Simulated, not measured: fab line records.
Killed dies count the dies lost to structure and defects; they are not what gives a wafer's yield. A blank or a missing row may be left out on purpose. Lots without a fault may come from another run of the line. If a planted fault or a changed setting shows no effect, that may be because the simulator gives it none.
Struck lot and sound lot, side by side	flow gf180mcu	16 out of 602 route steps
Sound: the wafers L888.1, L888.2, L888.6. Wafers L882.2, L882.5, L882.6 were the ones struck. The cause comes at the end.
At each step with rows: each side's tool, then ch and its chambers, then its first start. Under that, the readings that differ: sound wafers	struck wafers	difference of the means	sigmas: that difference in standard deviations of wafers without a fault.
alike: same words and numbers on both sides, and readings whose means sit less than 2 such deviations apart. not compared: any withheld reading, any reading some wafer has no value for, any bound like >300 that may hide the same value, and any number with overlapping values for which the record gives no deviation.
Wherever a step has rows on one side only, a row that says differs or no value, or a row with sigmas, the two part there. Numbers that have no deviation but don't overlap get no sigmas and don't part them. Lack of a reading on every wafer of one side parts them only where that side has two or more wafers.

GF_POLY_GATE_ETCH_13: etches poly-Si in HBr/Cl2, stops on SiO2, target depth 198.5 nm, time 69.6 s.
  sound on rie si-02 ch 1,2, day 15 05:47; struck on rie si-02 ch 1,2, day 13 04:25
  alike: drypump motor current A, oes product au, throttle valve pct
  not compared: rf hours counter h
GF_POLY_GATE_STRIP_14: strips in O2/N2.
  sound on plasma asher-03 ch 0,1, day 15 05:51; struck on plasma asher-04 ch 0,1, day 13 04:28
  alike: drypump motor current A, heater power w, oes product au
  not compared: rf hours counter h
then, 2 steps without rows for these wafers: GF_POLY_GATE_CLEAN_15 (cleans in SC1/SC2, time 150 s); GF_POLY_GATE_OXIDATION_16 (stabilise 600 s, purge 300 s, target thk 4 nm).
GF_POLY_GATE_THK_MEAS_17:
  sound: film metro-04 at day 15 07:16; struck: film metro-02 at day 13 06:12
  alike: POLY_GATE_OXIDATION_THK
GF_POLY_GATE_CD_MEAS_18:
  sound: cd sem-02 at day 15 07:20; struck: cd sem-01 at day 13 06:17
  alike: cd nm
then, 6 steps without rows for these wafers: GF_HV_LDD_DEHYDRATE_00 (time 60 s); GF_HV_LDD_HMDS_01 (prime time 60 s); GF_HV_LDD_COAT_02 (resist thk 1000 nm); GF_HV_LDD_SOFTBAKE_03 (time 60 s); GF_HV_LDD_EXPOSE_04 (exposes mask Nplus LV AREA, target cd 400 nm); GF_HV_LDD_PEB_05.
GF_HV_LDD_DEVELOP_06: develop time 60 s.
  sound on litho track-01 ch 0, day 16 04:35; struck on litho track-02 ch 0, day 14 02:55
GF_HV_LDD_CD_MEAS_07: target cd 400 nm.
  sound: cd sem-02 at day 16 04:44; struck: cd sem-01 at day 14 03:04
reading	sound	struck	difference	sigmas
cd nm (nm)	403.5 401.5 399.0	333.6 332.7 330.7	-69.0	-31
GF_HV_LDD_OVL_MEAS_08:
  sound: overlay-02 at day 16 04:52; struck: overlay-01 at day 14 03:10
  alike: HV_LDD_OVL
-- a jump in the record: the struck wafers' starts before and after are 19 days apart (it breaks off in module HV_LDD and resumes in module PASSIVATION, where the first step shown is number 602 of the route) --
GF_PASSIVATION_PROBE_99:
  the record has rows for the struck wafers here (prober-02, day 32 21:23) and none for the sound ones

== WHERE THEY PART ==
Earliest at GF_HV_LDD_CD_MEAS_07; latest, in this record, at GF_PASSIVATION_PROBE_99.

WHY: what the simulator had put in
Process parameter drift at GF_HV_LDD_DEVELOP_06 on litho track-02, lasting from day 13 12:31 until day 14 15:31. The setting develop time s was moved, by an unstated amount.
